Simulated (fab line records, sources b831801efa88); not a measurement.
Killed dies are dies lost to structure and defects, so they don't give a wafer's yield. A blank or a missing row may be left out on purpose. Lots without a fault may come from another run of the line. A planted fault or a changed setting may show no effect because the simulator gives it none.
Which tool did it? | flow sky130 | 12 lots, 36 wafers sampled, at 4 steps of a route of 708

WHAT THE GAUGES READ, wafer by wafer
SKY_METAL2_OVL_MEAS_16. Usual: METAL2_OVL -1 nm, standard deviation 5.
lot  | measured     | on         | METAL2_OVL (nm) | flag
L755 | day 34 13:23 | overlay-01 | 12 8 7          |
L763 | day 38 02:13 | overlay-01 | 2 8 2           |
L762 | day 38 06:59 | overlay-01 | -4 -4 -7        |
L764 | day 38 08:12 | overlay-01 | -7 6 2          |
L768 | day 40 01:17 | overlay-01 | 0 2 2           |
L766 | day 40 04:03 | overlay-01 | 2 6 -1          |
L769 | day 40 06:02 | overlay-02 | -4 0 3          |
L771 | day 40 08:00 | overlay-02 | 6 -1 -9         |
L770 | day 40 09:09 | overlay-01 | 1 7 -2          |
L772 | day 40 09:31 | overlay-01 | -2 5 4          |
L774 | day 41 01:26 | overlay-02 | -4 -6 2         |
L776 | day 41 11:52 | overlay-02 | -3 4 3          |

WHICH TOOL RAN EACH LOT (tool, then ch and the chambers of the sampled wafers, then the start)
lot  | SKY_POLY_CUT_ETCH_10               | SKY_POLY_CUT_STRIP_12                | SKY_VIA1_CVD_21
L755 | rie_diel-02 ch 0,1,2, day 23 11:22 | plasma_asher-03 ch 0,1, day 23 11:27 | cvd_w-02 ch 0,1, day 33 08:43
L763 | rie_diel-02 ch 0,2, day 27 11:00   | plasma_asher-02 ch 1, day 27 11:05   | cvd_w-01 ch 0,1, day 37 00:06
L762 | rie_diel-02 ch 0,1,3, day 27 16:23 | plasma_asher-02 ch 0,1, day 27 16:28 | cvd_w-02 ch 0,1, day 37 04:09
L764 | rie_diel-03 ch 1,2, day 27 17:31   | plasma_asher-02 ch 0,1, day 27 17:36 | cvd_w-01 ch 0,1, day 37 05:44
L768 | rie_diel-01 ch 0,2,3, day 29 17:47 | plasma_asher-03 ch 0,1, day 29 17:52 | cvd_w-01 ch 0,1, day 39 00:26
L766 | rie_diel-01 ch 0,2, day 29 21:15   | plasma_asher-03 ch 0,1, day 29 21:20 | cvd_w-01 ch 0,1, day 39 02:43
L769 | rie_diel-03 ch 0,1,3, day 29 22:19 | plasma_asher-03 ch 0,1, day 29 22:24 | cvd_w-01 ch 0,1, day 39 04:43
L771 | rie_diel-01 ch 0,2,3, day 29 23:09 | plasma_asher-04 ch 0,1, day 29 23:16 | cvd_w-01 ch 0,1, day 39 06:49
L770 | rie_diel-03 ch 0,1,3, day 30 00:47 | plasma_asher-03 ch 0,1, day 30 00:52 | cvd_w-02 ch 0,1, day 39 06:51
L772 | rie_diel-02 ch 1,2,3, day 30 03:11 | plasma_asher-02 ch 0, day 30 03:16   | cvd_w-01 ch 0,1, day 39 08:05
L774 | rie_diel-03 ch 1,2, day 30 18:19   | plasma_asher-03 ch 0,1, day 30 18:24 | cvd_w-02 ch 0,1, day 40 00:01
L776 | rie_diel-03 ch 0,2,3, day 31 09:26 | plasma_asher-03 ch 0,1, day 31 09:33 | cvd_w-02 ch 0,1, day 40 10:26
- SKY_POLY_CUT_ETCH_10: etches BARC in N2/H2, stops on SiO2, time 45.9 s, target depth 60 nm.
- SKY_POLY_CUT_STRIP_12: strips in O2/N2.
- SKY_VIA1_CVD_21: deposits W, target thk 270 nm, time 80.902 s.

WHAT THE TOOLS THEMSELVES READ (means of the sampled wafers that have a number; where no wafer has one, the mark that the record gives instead)
SKY_POLY_CUT_ETCH_10. Usual: drypump_motor_current_A 5.6 A, standard deviation 0.55; oes_product_au 0.855 a.u., standard deviation 0.0051; rf_fwd_power_W 495.0 W, standard deviation 2.5; throttle_valve_pct 13.224 %, standard deviation 0.0084.
lot  | tool        | drypump_motor_current_A (A) | oes_product_au (a.u.) | rf_fwd_power_W (W) | throttle_valve_pct (%) | flag
L755 | rie_diel-02 | 4.8                         | 0.857                 | 496.5              | 13.229                 |
L763 | rie_diel-02 | 4.8                         | 0.854                 | 497.4              | 13.224                 |
L762 | rie_diel-02 | 5.1                         | 0.853                 | 494.8              | 13.220                 |
L764 | rie_diel-03 | 5.8                         | 0.855                 | 493.7              | 13.222                 |
L768 | rie_diel-01 | 6.2                         | 0.852                 | 496.4              | 13.224                 |
L766 | rie_diel-01 | 6.2                         | 0.857                 | 494.4              | 13.231                 |
L769 | rie_diel-03 | 5.8                         | 0.859                 | 490.2              | 13.220                 |
L771 | rie_diel-01 | 6.1                         | 0.856                 | 495.4              | 13.224                 |
L770 | rie_diel-03 | 5.8                         | 0.855                 | 493.2              | 13.225                 |
L772 | rie_diel-02 | 5.0                         | 0.853                 | 495.2              | 13.227                 |
L774 | rie_diel-03 | 5.8                         | 0.859                 | 413.0              | 13.232                 | OFF
L776 | rie_diel-03 | 5.8                         | 0.859                 | 413.6              | 13.224                 | OFF

SKY_POLY_CUT_STRIP_12. Usual: drypump_motor_current_A 5.6 A, standard deviation 0.39; oes_product_au 0.452 a.u., standard deviation 0.0047; strip_time_to_endpoint_s 5.353 s, standard deviation 0.014.
lot  | tool            | drypump_motor_current_A (A) | oes_product_au (a.u.) | strip_time_to_endpoint_s (s) | flag
L755 | plasma_asher-03 | 5.5                         | 0.453                 | 5.362                        |
L763 | plasma_asher-02 | 5.4                         | 0.452                 | 5.353                        |
L762 | plasma_asher-02 | 5.3                         | 0.455                 | 5.342                        |
L764 | plasma_asher-02 | 5.2                         | 0.449                 | 5.342                        |
L768 | plasma_asher-03 | 5.7                         | 0.453                 | 5.344                        |
L766 | plasma_asher-03 | 5.7                         | 0.456                 | 5.355                        |
L769 | plasma_asher-03 | 5.5                         | 0.451                 | 5.350                        |
L771 | plasma_asher-04 | 6.1                         | 0.453                 | 5.359                        |
L770 | plasma_asher-03 | 5.5                         | 0.457                 | 5.367                        |
L772 | plasma_asher-02 | 5.1                         | 0.447                 | 5.363                        |
L774 | plasma_asher-03 | 5.5                         | 0.455                 | 5.388                        |
L776 | plasma_asher-03 | 5.5                         | 0.451                 | 5.419                        | OFF

SKY_VIA1_CVD_21. Usual: heater_power_w 903 W, standard deviation 71.
lot  | tool     | heater_power_w (W) | flag
L755 | cvd_w-02 | 947                |
L763 | cvd_w-01 | 912                |
L762 | cvd_w-02 | 948                |
L764 | cvd_w-01 | 916                |
L768 | cvd_w-01 | 908                |
L766 | cvd_w-01 | 871                |
L769 | cvd_w-01 | 856                |
L771 | cvd_w-01 | 849                |
L770 | cvd_w-02 | 914                |
L772 | cvd_w-01 | 857                |
L774 | cvd_w-02 | 939                |
L776 | cvd_w-02 | 895                |

THE ANSWER, worked out from the rows above alone
Rule: a lot is off if the mean of its wafers that have a number lies more than 3 standard deviations from the usual mean. A lot without any number at a reading at which 4 lots or more have one is off too. The other lots that the step has rows for count as sound. The gauges are gone through in route order, then the tools' own readings, and for those a lot's mean is taken as printed above. The first step at which some lot is off is used, and at that step the reading that is off furthest; a lot without a number counts as furthest.
Off: L774, L776, at SKY_POLY_CUT_ETCH_10 (rf_fwd_power_W).
A tool fits if, at that step or a process step before it, it ran every lot that is off, and no sound lot after the first of them. One fits: rie_diel-03 at SKY_POLY_CUT_ETCH_10. Its last sound lot is L770 (day 30 00:47), its first lot that is off L774 (day 30 18:19): a fault that began between those two fits.
The tool's own readings at SKY_POLY_CUT_ETCH_10 bear it out: on the lots that are off they differ by more than 5 times the standard deviation of the sound lots' means. rf_fwd_power_W reads 413.3 W there against 494.7 W on the sound lots.

WHAT THE SIMULATOR HAD PUT IN
Process parameter drift: rie_diel-03, from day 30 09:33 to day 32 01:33, at SKY_POLY_CUT_ETCH_10. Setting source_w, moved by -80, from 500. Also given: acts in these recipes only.
Lots struck among those shown: L774, L776. The rule above found the same.
